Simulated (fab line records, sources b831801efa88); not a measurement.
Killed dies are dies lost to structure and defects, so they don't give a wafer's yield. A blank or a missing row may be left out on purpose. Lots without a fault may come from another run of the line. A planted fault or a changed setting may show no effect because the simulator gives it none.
Which tool did it? | flow sky130 | 11 lots, 33 wafers sampled, at 4 steps of a route of 708

WHAT THE GAUGES READ, wafer by wafer
SKY_PWDE_TW_MEAS_10.
lot  | measured    | on            | PWDE_TW
L800 | day 4 02:27 | film_metro-01 | 375.9 376.5 374.4
L801 | day 4 07:04 | film_metro-04 | 372.3 373.2 374.0
L802 | day 4 10:46 | film_metro-04 | 373.9 373.5 374.6
L806 | day 5 11:07 | film_metro-04 | 368.8 371.2 371.5
L808 | day 5 19:38 | film_metro-02 | 376.4 380.7 377.0
L809 | day 6 00:07 | film_metro-02 | 378.4 375.0 376.2
L810 | day 6 04:41 | film_metro-04 | 372.9 372.9 376.2
L811 | day 6 08:40 | film_metro-02 | 374.5 376.4 376.8
L820 | day 8 18:25 | film_metro-01 | 376.0 376.7 377.0
L821 | day 9 08:29 | film_metro-01 | 376.0 374.5 374.9
L822 | day 9 10:41 | film_metro-02 | 376.1 374.1 376.5

SKY_VT_ADJUST_LVTN_TW_MEAS_10.
lot  | measured     | on            | VT_ADJUST_LVTN_TW
L800 | day 7 04:30  | film_metro-02 | 246.1 244.4 245.3
L801 | day 7 09:00  | film_metro-01 | 245.2 244.1 245.7
L802 | day 7 13:43  | film_metro-02 | 244.6 243.3 245.9
L806 | day 8 15:49  | film_metro-03 | 244.1 244.2 244.6
L808 | day 9 08:08  | film_metro-01 | 242.8 241.8 242.3
L809 | day 9 09:40  | film_metro-03 | 241.8 243.3 242.9
L810 | day 9 10:23  | film_metro-02 | 242.3 242.8 242.3
L811 | day 9 11:19  | film_metro-03 | 241.6 243.8 244.2
L820 | day 12 11:05 | film_metro-01 | 243.7 244.0 243.7
L821 | day 13 06:28 | film_metro-01 | 244.5 244.9 244.7
L822 | day 13 10:02 | film_metro-01 | 243.8 244.6 244.4

WHICH TOOL RAN EACH LOT (tool, then ch and the chambers of the sampled wafers, then the start)
lot  | SKY_FIELD_ISO_COAT_08            | SKY_FIELD_ISO_STRIP_16
L800 | litho_track-01 ch 0, day 1 22:00 | plasma_asher-01 ch 0,1, day 2 05:08
L801 | litho_track-04 ch 0, day 2 02:00 | plasma_asher-01 ch 0,1, day 2 10:32
L802 | litho_track-02 ch 0, day 2 10:00 | plasma_asher-01 ch 0, day 2 17:40
L806 | litho_track-02 ch 0, day 3 07:00 | plasma_asher-03 ch 1, day 3 16:24
L808 | litho_track-02 ch 0, day 3 14:00 | plasma_asher-04 ch 0,1, day 3 23:05
L809 | litho_track-04 ch 0, day 3 19:00 | plasma_asher-03 ch 0,1, day 4 04:10
L810 | litho_track-02 ch 0, day 3 23:00 | plasma_asher-01 ch 0,1, day 4 08:16
L811 | litho_track-02 ch 0, day 4 04:00 | plasma_asher-01 ch 0,1, day 4 13:37
L820 | litho_track-04 ch 0, day 6 03:00 | plasma_asher-03 ch 0,1, day 6 12:54
L821 | litho_track-01 ch 0, day 6 09:00 | plasma_asher-01 ch 0,1, day 6 18:49
L822 | litho_track-04 ch 0, day 6 14:00 | plasma_asher-04 ch 0,1, day 7 00:40
- SKY_FIELD_ISO_COAT_08: resist thk 450 nm.
- SKY_FIELD_ISO_STRIP_16: strips in O2/N2.

WHAT THE TOOLS THEMSELVES READ (means of the sampled wafers that have a number; where no wafer has one, the mark that the record gives instead)
SKY_FIELD_ISO_COAT_08.
lot  | tool           | chill_plate_temp_C (C) | exhaust_pa (Pa)
L800 | litho_track-01 | 22.96                  | 45.9
L801 | litho_track-04 | 22.92                  | 45.0
L802 | litho_track-02 | 22.91                  | 45.8
L806 | litho_track-02 | 23.05                  | 45.8
L808 | litho_track-02 | 22.85                  | 44.5
L809 | litho_track-04 | 23.11                  | 44.7
L810 | litho_track-02 | 23.06                  | 45.1
L811 | litho_track-02 | 23.11                  | 44.1
L820 | litho_track-04 | 22.83                  | 44.9
L821 | litho_track-01 | 23.06                  | 44.4
L822 | litho_track-04 | 22.95                  | 44.7

SKY_FIELD_ISO_STRIP_16.
lot  | tool            | drypump_motor_current_A (A) | n2_flow_sccm (sccm) | o2_flow_sccm (sccm) | oes_product_au (a.u.) | strip_time_to_endpoint_s (s)
L800 | plasma_asher-01 | 5.78                        | 300.6               | 2998                | 0.378                 | 3.565
L801 | plasma_asher-01 | 5.68                        | 298.9               | 2997                | 0.376                 | 3.575
L802 | plasma_asher-01 | 5.58                        | 300.5               | 2988                | 0.380                 | 3.542
L806 | plasma_asher-03 | 5.43                        | 300.0               | 3007                | 0.373                 | 3.516
L808 | plasma_asher-04 | 5.93                        | 299.9               | 3006                | 0.378                 | 3.526
L809 | plasma_asher-03 | 5.89                        | 299.6               | 2998                | 0.375                 | 3.517
L810 | plasma_asher-01 | 5.78                        | 300.0               | 2996                | 0.387                 | 3.843
L811 | plasma_asher-01 | 5.77                        | 300.0               | 3002                | 0.390                 | 3.885
L820 | plasma_asher-03 | 5.65                        | 299.3               | 2997                | 0.376                 | 3.554
L821 | plasma_asher-01 | 5.76                        | 300.4               | 3001                | 0.377                 | 3.535
L822 | plasma_asher-04 | 5.75                        | 300.1               | 3005                | 0.379                 | 3.578

THE ANSWER, worked out from the rows above alone
Rule: what is usual is taken from the lots themselves. Put in order of their means at a reading, lots are off if they are a third of the lots or fewer, leave a main group of 4 or more, and stand apart from it by a gap of 3 or more times the standard deviation of the main group's means; of several such gaps the widest counts. A main group whose means are all the same, to the digits that the tables above print for the reading, isn't used. A lot without any number at a reading at which 4 lots or more have one is off too. The other lots that the step has rows for count as sound. The gauges are gone through in route order, then the tools' own readings, and for those a lot's mean is taken as printed above. The first step at which some lot is off is used, and at that step the reading that is off furthest; a lot without a number counts as furthest.
Off: L810, L811, at SKY_FIELD_ISO_STRIP_16 (strip_time_to_endpoint_s). The main group: mean 3.545 s, standard deviation 0.023.
A tool fits if, at that step or a process step before it, it ran every lot that is off, and no sound lot after the first of them. One fits: litho_track-02 at SKY_FIELD_ISO_COAT_08. Its last sound lot is L808 (day 3 14:00), its first lot that is off L810 (day 3 23:00): a fault that began between those two fits.

WHAT THE SIMULATOR HAD PUT IN
Process parameter drift: litho_track-02, from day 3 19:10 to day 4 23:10, at SKY_FIELD_ISO_COAT_08. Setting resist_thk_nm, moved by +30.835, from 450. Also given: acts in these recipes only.
Lots struck among those shown: L810, L811. The rule above found the same.
